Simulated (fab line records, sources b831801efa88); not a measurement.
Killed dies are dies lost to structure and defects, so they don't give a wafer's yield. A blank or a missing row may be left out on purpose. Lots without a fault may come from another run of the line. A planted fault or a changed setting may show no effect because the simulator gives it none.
fab line records | flow sky130
record lots=6 wafers=18 last_day=50
route steps=708 shown LDD_N@239 PAD_OPEN@708
lots that met no fault: from a run of the same line without faults
start_h: hours from the record's first day to the start of the lot's first wafer shown | wait_h: hours since the lot's step before | " the same as in the row above | L1.1+2: a row that stands for several wafers | - no value, or no start given | * or withheld: withheld | < > ~ a bound
route shown NAME@n: a module of which the file shows steps, and the number in the route of the first | usual: mean/standard deviation of fault-free wafers | same: alike in all rows | chamber/n: place in a boat | sites: the reading at each site | _std_site: their standard deviation | _edge_site: outer sites' mean less inner sites' | radius_mm: how far each site lies from the wafer's centre | mask NAME#n: copy n | behind: the tool/chamber that last shaped the wafer | hold: why the lot was held/for how many hours/how that ended | device: the transistor (n, p or np) that didn't switch | end of line: the same wafers' tests at the end of the route | a step without rows: its recipe alone | killed: dies lost to structure and defects at the first sort, not the wafer's yield | map: a wafer's dies, x killed, . not, _ none there
set.NAME: the setting as run; set.NAME@STEP: as run at that earlier step | model.NAME: the simulator's own value behind a step, which no gauge read
lots at some steps of the route; a table a step, a row a wafer
services: from which hour (start_h, from the record's first day; less than 0 if before it) a tool's chamber was out of use, for how many hours, and why
## steps
# step SKY_LDD_N_COAT_02
# recipe resist=NOVOLAK spin_rpm=3000 resist_thk_nm=300
# step SKY_LDD_N_SOFTBAKE_03
# recipe temp_c=90 time_s=60 resist=NOVOLAK
# step SKY_LDD_N_EXPOSE_04
# recipe mask_id=NTM target_cd_nm=840 na=0.6 source_shape=conventional sigma_outer=0.6 dose_mj=110
# step SKY_LDD_N_PEB_05
# recipe temp_c=withheld time_s=* resist=NOVOLAK
# step SKY_LDD_N_DEVELOP_06
# recipe develop_time_s=60 dev_temp_c=23
# step SKY_LDD_N_OVL_MEAS_07
# usual LDD_N_OVL=0.0/1.4
# columns lot.wafer tool chamber start_h wait_h LDD_N_OVL[nm]
L523.1 overlay-01 - 448.57 0.1 -0.5
L523.3 " - " " -0.8
L523.4 " - " " -1.5
L527.1 overlay-01 - 476.01 0.1 0.8
L527.2 " - " " -0.5
L527.4 " - " " 0.4
L532.2 overlay-01 - 525.27 0.1 -2.8
L532.4 " - " " 0.7
L532.5 " - " " 0.3
L533.3 overlay-02 - 532.27 0.1 -1.8
L533.5 " - " " -0.2
L533.6 " - " " 1.4
L538.2 overlay-02 - 565.71 0.1 -1.2
L538.3 " - " " 0.1
L538.4 " - " " -0.9
L542.2 overlay-02 - 606.16 0.1 3.0
L542.3 " - " " 1.3
L542.4 " - " " 1.8
# step SKY_LDD_N_IMPLANT_08
# recipe species=As energy_kev=20 dose_cm2=7.5e+13 tilt_deg=withheld rotation_deg=23
# step SKY_LDD_N_IMPLANT_09
# recipe species=As energy_kev=20 dose_cm2=7.5e+13 tilt_deg=withheld rotation_deg=113
# step SKY_LDD_N_IMPLANT_10
# recipe species=As energy_kev=20 dose_cm2=7.5e+13 tilt_deg=withheld rotation_deg=203
# step SKY_LDD_N_IMPLANT_11
# recipe species=As energy_kev=20 dose_cm2=7.5e+13 tilt_deg=withheld rotation_deg=293
# step SKY_LDD_N_IMPLANT_12
# recipe species=BF2 energy_kev=50 dose_cm2=5e+12 tilt_deg=30 rotation_deg=0
# step SKY_LDD_N_IMPLANT_13
# recipe species=BF2 energy_kev=50 dose_cm2=5e+12 tilt_deg=30 rotation_deg=90
# step SKY_LDD_N_IMPLANT_14
# recipe species=BF2 energy_kev=50 dose_cm2=5e+12 tilt_deg=30 rotation_deg=180
# usual dose_ions_cm2=4.999e+12/5.9e+09 faraday_current_uA=28.2/0.58
# columns lot.wafer tool chamber start_h wait_h dose_ions_cm2 faraday_current_uA
L523.1 implanter-01 0 449.50 0.1 5.004e+12 28.5
L523.3 " 0 " " 5.001e+12 28.4
L523.4 " 0 " " 5.004e+12 28.4
L527.1 implanter-03 0 476.94 0.1 5.002e+12 28.3
L527.2 " 0 " " 5e+12 28.4
L527.4 " 0 " " 4.994e+12 28.4
L532.2 implanter-03 0 526.23 0.1 3.824e+12 21.7
L532.4 " 0 " " 3.818e+12 21.4
L532.5 " 0 " " 3.816e+12 21.9
L533.3 implanter-03 0 533.24 0.1 3.801e+12 20.8
L533.5 " 0 " " 3.803e+12 20.8
L533.6 " 0 " " 3.805e+12 21.5
L538.2 implanter-01 0 566.67 0.1 5.003e+12 28.4
L538.3 " 0 " " 4.998e+12 28.3
L538.4 " 0 " " 5.002e+12 28.4
L542.2 implanter-01 0 607.12 0.1 4.996e+12 29.0
L542.3 " 0 " " 4.99e+12 28.2
L542.4 " 0 " " 4.995e+12 28.0
# step SKY_LDD_N_IMPLANT_15
# recipe species=BF2 energy_kev=50 dose_cm2=5e+12 tilt_deg=30 rotation_deg=270
# step SKY_PAD_OPEN_PROBE_99
# columns lot.wafer tool chamber start_h wait_h model.etest.nfet_01v8_swapped.vt_sat_v
L523.1 prober-01 - 1107.98 0.1 0.6587
L523.3 prober-01 - 1108.08 0.2 0.6604
L523.4 prober-01 - 1108.13 0.2 0.667
L527.1 prober-01 - 1126.73 0.1 0.6395
L527.2 prober-01 - 1126.78 0.1 0.6401
L527.4 prober-01 - 1126.88 0.2 0.6432
L532.2 prober-02 - 1177.71 0.1 0.6302
L532.4 prober-02 - 1177.81 0.2 0.6336
L532.5 prober-02 - 1177.86 0.2 0.6509
L533.5 prober-01 - 1178.57 0.2 0.644
L533.6 prober-01 - 1178.62 0.2 0.6346
L538.2 prober-01 - 1182.34 0.1 0.661
L538.3 prober-01 - 1182.39 0.2 0.6508
L538.4 prober-01 - 1182.44 0.2 0.65
L542.2 prober-02 - 1203.78 0.1 0.6562
L542.3 prober-02 - 1203.83 0.2 0.6497
L542.4 prober-02 - 1203.88 0.2 0.6559
# killed by level:class
L523.1 VIA1:geometric_particle:open=14 CONTACT:geometric_particle:open=13 LI_CONTACT:geometric_particle:open=8 VIA2:geometric_particle:open=8 METAL1:geometric_particle:short=7 VIA1:geometric_particle:short=5 METAL1:geometric_particle:open=5 POLY_GATE:geometric_particle:open=4
L523.3 CONTACT:geometric_particle:open=9 VIA1:geometric_particle:open=8 CONTACT:geometric_particle:short=7 VIA1:geometric_particle:short=7 LOCAL_INTERCONNECT:geometric_particle:short=6 FIELD_ISO:geometric_particle:short=4 VIA3:geometric_particle:short=4 VIA3:geometric_particle:open=4
L523.4 METAL1:geometric_particle:short=9 VIA1:geometric_particle:open=9 CONTACT:geometric_particle:open=7 VIA2:geometric_particle:open=6 LI_CONTACT:geometric_particle:open=5 VIA3:geometric_particle:open=5 LOCAL_INTERCONNECT:geometric_particle:short=4 CONTACT:geometric_particle:short=4
L527.1 CONTACT:geometric_particle:open=12 LI_CONTACT:geometric_particle:open=10 VIA3:geometric_particle:open=10 VIA1:geometric_particle:open=7 CONTACT:geometric_particle:short=5 METAL1:geometric_particle:short=5 VIA1:geometric_particle:short=4 VIA3:geometric_particle:short=4
L527.2 LI_CONTACT:geometric_particle:open=13 VIA1:geometric_particle:open=11 CONTACT:geometric_particle:open=9 VIA1:geometric_particle:short=9 VIA2:geometric_particle:open=8 METAL2:geometric_particle:short=7 LI_CONTACT:geometric_particle:short=6 VIA2:geometric_particle:short=5
L527.4 CONTACT:geometric_particle:open=15 VIA1:geometric_particle:open=13 METAL1:geometric_particle:short=11 METAL2:geometric_particle:short=9 CONTACT:geometric_particle:short=8 VIA3:geometric_particle:open=6 LI_CONTACT:geometric_particle:open=5 FIELD_ISO:geometric_particle:short=4
L532.2 VIA1:geometric_particle:open=11 CONTACT:geometric_particle:open=10 VIA1:geometric_particle:short=8 VIA2:geometric_particle:open=8 METAL2:geometric_particle:short=7 VIA3:geometric_particle:open=7 LI_CONTACT:geometric_particle:open=5 CONTACT:geometric_particle:short=4
L532.4 CONTACT:geometric_particle:open=12 METAL1:geometric_particle:short=6 VIA2:geometric_particle:open=5 LI_CONTACT:geometric_particle:open=5 CONTACT:geometric_particle:short=5 VIA3:geometric_particle:open=5 FIELD_ISO:geometric_particle:open=4 POLY_GATE:geometric_particle:open=4
L532.5 CONTACT:geometric_particle:open=14 VIA3:geometric_particle:open=10 VIA1:geometric_particle:open=9 CONTACT:geometric_particle:short=6 LI_CONTACT:geometric_particle:open=5 VIA1:geometric_particle:short=5 FIELD_ISO:geometric_particle:open=4 POLY_GATE:geometric_particle:open=4
L538.2 METAL2:geometric_particle:short=7 METAL1:geometric_particle:short=7 VIA1:geometric_particle:open=7 CONTACT:geometric_particle:open=6 VIA3:geometric_particle:open=6 VIA2:geometric_particle:open=5 POLY_GATE:geometric_particle:short=5 LOCAL_INTERCONNECT:geometric_particle:short=5
L538.3 VIA1:geometric_particle:open=16 LI_CONTACT:geometric_particle:open=6 VIA2:geometric_particle:open=6 METAL4:geometric_particle:short=6 METAL2:geometric_particle:short=5 CONTACT:geometric_particle:open=5 METAL3:geometric_particle:short=5 POLY_GATE:geometric_particle:open=4
L538.4 LI_CONTACT:geometric_particle:open=8 VIA2:geometric_particle:open=7 METAL2:geometric_particle:short=6 VIA3:geometric_particle:open=6 POLY_GATE:geometric_particle:short=5 CONTACT:geometric_particle:open=5 VIA1:geometric_particle:open=5 FIELD_ISO:geometric_particle:open=3
L542.2 VIA1:geometric_particle:open=12 CONTACT:geometric_particle:open=8 VIA2:geometric_particle:short=6 VIA3:geometric_particle:open=5 LI_CONTACT:geometric_particle:open=5 CONTACT:geometric_particle:short=5 VIA1:geometric_particle:short=5 VIA2:geometric_particle:open=5
L542.3 LI_CONTACT:geometric_particle:open=11 METAL1:geometric_particle:short=10 POLY_GATE:geometric_particle:short=8 VIA2:geometric_particle:open=8 VIA1:geometric_particle:open=7 CONTACT:geometric_particle:open=6 METAL2:geometric_particle:short=5 VIA2:geometric_particle:short=4
L542.4 METAL1:geometric_particle:short=10 VIA1:geometric_particle:open=10 LI_CONTACT:geometric_particle:open=9 CONTACT:geometric_particle:open=8 FIELD_ISO:geometric_particle:open=5 METAL3:geometric_particle:short=5 POLY_GATE:geometric_particle:open=5 CONTACT:geometric_particle:short=4
## services
# columns tool chamber start_h hours kind
implanter-03 - 433.29 3.8 pm
implanter-01 - 468.08 1.7 repair
implanter-01 - 480.02 2.5 repair
implanter-01 - 496.41 5.7 repair
implanter-03 - 507.51 1.1 repair
implanter-01 - 539.62 1.3 repair
implanter-03 - 573.75 3.6 repair
implanter-01 - 589.11 3.4 pm
## key
first_sign step=SKY_LDD_N_IMPLANT_14 reading=dose_ions_cm2 direction=down sigmas=99+ usual=* struck=*
effect step=SKY_LDD_N_IMPLANT_14 reading=faraday_current_uA direction=down sigmas=12 usual=28.2 struck=21.4
model_effect step=SKY_PAD_OPEN_PROBE_99 value=etest.nfet_01v8_swapped.vt_sat_v without=0.6546 struck=0.6386
met_at SKY_LDD_N_IMPLANT_14
struck_wafers L532.2,L532.4,L532.5,L533.3,L533.5,L533.6
sort_left_out L533.3,L533.5,L533.6
tester_left_out L532,L533
onset_between 476.94 526.23
fault kind=process_parameter_drift tool=implanter-03 chamber=- onset_h=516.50 steps=SKY_LDD_N_IMPLANT_14 channel=dose_cm2 offset=* shape=step end_h=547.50 acts_in=* stated=*
# tester_left_out: of these lots the tester's yield and bins aren't shown, on N5 and GAA mostly nor the transistor test; their killed dies are dies lost to structure and defects alone, not to doping, threshold or leakage, so they don't give the yield
# sort_left_out: the simulated sort isn't trusted on such a fault, so these wafers' sort isn't shown, and their yield isn't known
